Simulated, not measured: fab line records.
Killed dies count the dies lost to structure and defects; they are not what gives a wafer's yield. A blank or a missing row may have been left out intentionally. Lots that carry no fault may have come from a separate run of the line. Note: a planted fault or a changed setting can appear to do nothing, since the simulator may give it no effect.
Matching of chambers | flow gf180mcu | GF_V4_ETCH_16 on rie-diel-02 has 4 sister chambers
The step etches BARC in N2/H2. 8 wafers are shown with their chamber, then 8 later ones without.

== WAFERS PAIRED WITH THEIR CHAMBERS ==
wafer  | chamber | drypump-motor-current-A (A) | bias-w (W)
L433.2 | 1       | 6.3                         | 100.0
L436.2 | 3       | 5.4                         | 100.0
L436.5 | 2       | 5.5                         | 100.4
L436.6 | 3       | 5.4                         | 99.5
L440.2 | 1       | 6.2                         | 99.8
L440.3 | 0       | 5.5                         | 100.2
L440.5 | 2       | 5.5                         | 100.1
L443.2 | 0       | 5.5                         | 99.7

== WAFERS WITHOUT THEIR CHAMBER ==
wafer  | drypump-motor-current-A (A) | bias-w (W)
L443.4 | 5.5                         | 100.2
L443.5 | 5.5                         | 100.2
L446.4 | 5.4                         | 100.4
L446.5 | 5.4                         | 99.9
L446.6 | 6.3                         | 100.1
L447.2 | 6.2                         | 99.7
L447.3 | 5.4                         | 100.2
L447.6 | 5.4                         | 99.9

== WHICH CHAMBER EACH ONE RAN IN ==
wafer  | from the rows above          | in truth
L443.4 | can't be placed: 2 or 0      | 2
L443.5 | can't be placed: 2 or 0      | 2
L446.4 | can't be placed: 3 or 2 or 0 | 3
L446.5 | 3                            | 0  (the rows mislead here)
L446.6 | 1                            | 1
L447.2 | 1                            | 1
L447.3 | can't be placed: 3 or 2 or 0 | 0
L447.6 | 3                            | 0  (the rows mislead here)
2 of 8 placed correctly. Unplaceable from these rows: 4, with the true chamber sitting among the candidates in 4. Placed wrongly: 2.
How it was worked out, from the rows above alone: a wafer's distance from a chamber is the root of the sum, over the readings, of the square of ((its reading less the chamber's mean) divided by the reading's scatter). If the next closest chamber is less than 2 further off than the closest, the wafer can't be placed; otherwise it belongs to the closest. Each chamber's mean is taken over the wafers shown for it. The scatter is the square root of a quotient: the sum, over the shown wafers, of each reading's squared deviation from its chamber's mean, divided by wafers minus chambers.
